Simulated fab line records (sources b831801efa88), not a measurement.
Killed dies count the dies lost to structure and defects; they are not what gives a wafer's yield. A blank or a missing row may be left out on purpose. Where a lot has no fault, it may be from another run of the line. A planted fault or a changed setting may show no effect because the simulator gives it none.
What tool caused it? | flow gf180mcu | 13 lots, 39 wafers sampled, at 4 steps of a route of 602

## WHAT THE GAUGES READ, wafer by wafer
GF_POLY_GATE_THK_MEAS_17. Usual: for POLY_GATE_OXIDATION_THK the level is 4.05 nm and the standard deviation is 0.07.
lot  | measured     | on            | POLY_GATE_OXIDATION_THK (nm) | flag
L863 | day 9 07:56  | film metro-02 | 3.98 3.98 4.06               |
L864 | day 9 12:29  | film metro-04 | 3.87 3.95 4.01               |
L865 | day 9 18:48  | film metro-04 | 4.12 4.11 4.07               |
L866 | day 10 02:14 | film metro-04 | 4.19 4.06 4.13               |
L867 | day 10 07:14 | film metro-04 | 4.09 4.08 4.10               |
L868 | day 10 15:02 | film metro-03 | 4.08 3.96 4.03               |
L870 | day 11 07:42 | film metro-04 | 3.98 4.12 4.05               |
L871 | day 11 14:26 | film metro-03 | 4.00 4.07 4.02               |
L872 | day 12 07:55 | film metro-04 | 3.99 3.96 3.90               |
L873 | day 12 16:10 | film metro-02 | 4.09 3.91 4.00               |
L874 | day 12 18:50 | film metro-02 | 4.17 4.09 4.07               |
L884 | day 15 12:14 | film metro-02 | 3.98 4.10 4.07               |
L885 | day 15 17:59 | film metro-04 | 4.03 3.96 4.05               |

GF_HV_LDD_CD_MEAS_19: target cd 400 nm. Usual: cd nm reads 400.2 nm (standard deviation 2.2).
lot  | measured     | on        | cd nm (nm)        | flag
L863 | day 10 19:58 | cd sem-02 | 398.1 400.2 400.1 |
L864 | day 11 00:29 | cd sem-01 | 404.3 405.0 406.5 |
L865 | day 11 07:52 | cd sem-01 | 398.9 399.3 398.0 |
L866 | day 11 14:55 | cd sem-01 | 397.1 399.2 401.1 |
L867 | day 11 20:58 | cd sem-02 | 400.3 401.6 400.5 |
L868 | day 12 04:26 | cd sem-01 | 401.7 402.1 398.6 |
L870 | day 12 21:22 | cd sem-02 | 401.1 402.1 400.0 |
L871 | day 13 05:23 | cd sem-02 | 394.8 395.2 395.7 |
L872 | day 13 23:43 | cd sem-01 | 395.4 398.7 398.2 |
L873 | day 14 08:50 | cd sem-01 | 401.7 402.4 401.2 |
L874 | day 14 12:22 | cd sem-01 | 399.4 398.9 399.4 |
L884 | day 17 09:19 | cd sem-01 | 400.7 397.0 398.1 |
L885 | day 17 15:23 | cd sem-02 | 398.7 398.9 400.3 |

GF_HV_LDD_OVL_MEAS_32. Usual: for HV_LDD_02_OVL the level is -1.1 nm and the standard deviation is 1.4.
lot  | measured     | on         | HV_LDD_02_OVL (nm) | flag
L863 | day 11 14:41 | overlay-02 | -0.1 -0.1 -1.8     |
L864 | day 11 19:53 | overlay-01 | -0.4 0.1 0.6       |
L865 | day 12 02:56 | overlay-02 | -2.8 -2.2 -1.3     |
L866 | day 12 10:10 | overlay-02 | -1.6 -2.2 -1.9     |
L867 | day 12 16:05 | overlay-02 | -1.5 -2.7 -3.3     |
L868 | day 12 23:46 | overlay-02 | -1.5 -2.1 -0.8     |
L870 | day 13 17:42 | overlay-02 | -3.2 -2.8 -0.1     |
L871 | day 14 02:27 | overlay-01 | -1.3 0.2 -1.9      |
L872 | day 14 20:47 | overlay-01 | -1.5 -2.4 -4.2     |
L873 | day 15 06:09 | overlay-01 | -2.1 -1.1 -2.1     |
L874 | day 15 10:29 | overlay-02 | -2.0 -2.7 -1.5     |
L884 | day 18 09:02 | overlay-01 | -0.1 1.2 0.4       |
L885 | day 18 15:06 | overlay-02 | -1.0 0.6 -0.9      |

## WHAT TOOL EACH LOT RAN ON (gives the tool, then ch and the chambers of the sampled wafers, and finally the start)
lot  | GF_HV_LDD_STRIP_22
L863 | plasma asher-02 ch 0, day 10 20:17
L864 | plasma asher-03 ch 0,1, day 11 00:47
L865 | plasma asher-01 ch 0, day 11 08:11
L866 | plasma asher-02 ch 0,1, day 11 15:13
L867 | plasma asher-03 ch 0,1, day 11 21:16
L868 | plasma asher-03 ch 0,1, day 12 04:43
L870 | plasma asher-03 ch 0,1, day 12 21:40
L871 | plasma asher-02 ch 0,1, day 13 05:40
L872 | plasma asher-02 ch 0,1, day 14 00:01
L873 | plasma asher-02 ch 0,1, day 14 09:08
L874 | plasma asher-01 ch 0,1, day 14 12:41
L884 | plasma asher-01 ch 0,1, day 17 09:38
L885 | plasma asher-03 ch 0, day 17 15:40
- GF_HV_LDD_STRIP_22: strips in O2/N2.

## AS READ BY THE TOOLS THEMSELVES (means over the sampled wafers that have a number; for cases with no such wafer, the mark the record gives instead)
GF_HV_LDD_STRIP_22. Usual: drypump motor current A 5.4 A, standard deviation 0.51; heater power w 343 W, standard deviation 25; oes product au 0.716 a.u., standard deviation 0.0042; strip time to endpoint s 12.62 s, standard deviation 0.037.
lot  | tool            | drypump motor current A (A) | heater power w (W) | oes product au (a.u.) | strip time to endpoint s (s) | flag
L863 | plasma asher-02 | 6.2                         | 321                | 0.712                 | 12.61                        |
L864 | plasma asher-03 | 5.0                         | 339                | 0.713                 | 12.60                        |
L865 | plasma asher-01 | 5.2                         | 369                | 0.719                 | 12.60                        |
L866 | plasma asher-02 | 6.1                         | 340                | 0.719                 | 12.65                        |
L867 | plasma asher-03 | 5.3                         | 336                | 0.717                 | 12.60                        |
L868 | plasma asher-03 | 5.3                         | 340                | 0.715                 | 12.59                        |
L870 | plasma asher-03 | 5.0                         | 342                | 0.716                 | 12.61                        |
L871 | plasma asher-02 | 5.9                         | 362                | 0.716                 | 12.60                        |
L872 | plasma asher-02 | 6.0                         | 337                | 0.715                 | 12.65                        |
L873 | plasma asher-02 | 6.1                         | 348                | 0.953                 | -                            | OFF
L874 | plasma asher-01 | 5.3                         | 331                | 0.719                 | 12.67                        |
L884 | plasma asher-01 | 5.2                         | 350                | 0.714                 | 12.69                        |
L885 | plasma asher-03 | 5.6                         | 340                | 0.716                 | 12.65                        |

## THE ANSWER, worked out from the rows above alone
Rule: a lot counts as off when the mean over its wafers that have a number is more than 3 standard deviations away from the usual mean. Also off: a lot with no number at a reading for which 4 or more lots have one. Any other lot the step has rows for is counted as sound. First the gauges in route order, then the tools' own readings, where a lot's mean is used as printed above. At the first step where some lot is off, the reading lying furthest off is the one used; lots without a number count as furthest.
Off, at GF_HV_LDD_STRIP_22 on strip time to endpoint s: L873. Without a number there: L873.
A tool fits if, at that step or a process step before it, it ran every lot that is off, and no sound lot after the first of them. One fits: GF_HV_LDD_STRIP_22 on plasma asher-02. Its last sound lot is L872 (day 14 00:01), its first lot that is off L873 (day 14 09:08): a fault that began between those two fits.
The tool's own readings at GF_HV_LDD_STRIP_22 bear it out: on the lots that are off they differ by more than 5 times the standard deviation of the sound lots' means. oes product au reads 0.953 a.u. there against 0.716 a.u. on the sound lots.
Blank at GF_HV_LDD_STRIP_22 on the lots that are off, where sound lots have numbers: strip time to endpoint s.

## WHAT HAD BEEN PUT IN BY THE SIMULATOR
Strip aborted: plasma asher-02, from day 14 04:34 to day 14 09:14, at GF_HV_LDD_STRIP_22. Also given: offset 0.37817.
Struck lots among those shown: L873. Same finding as the rule above.
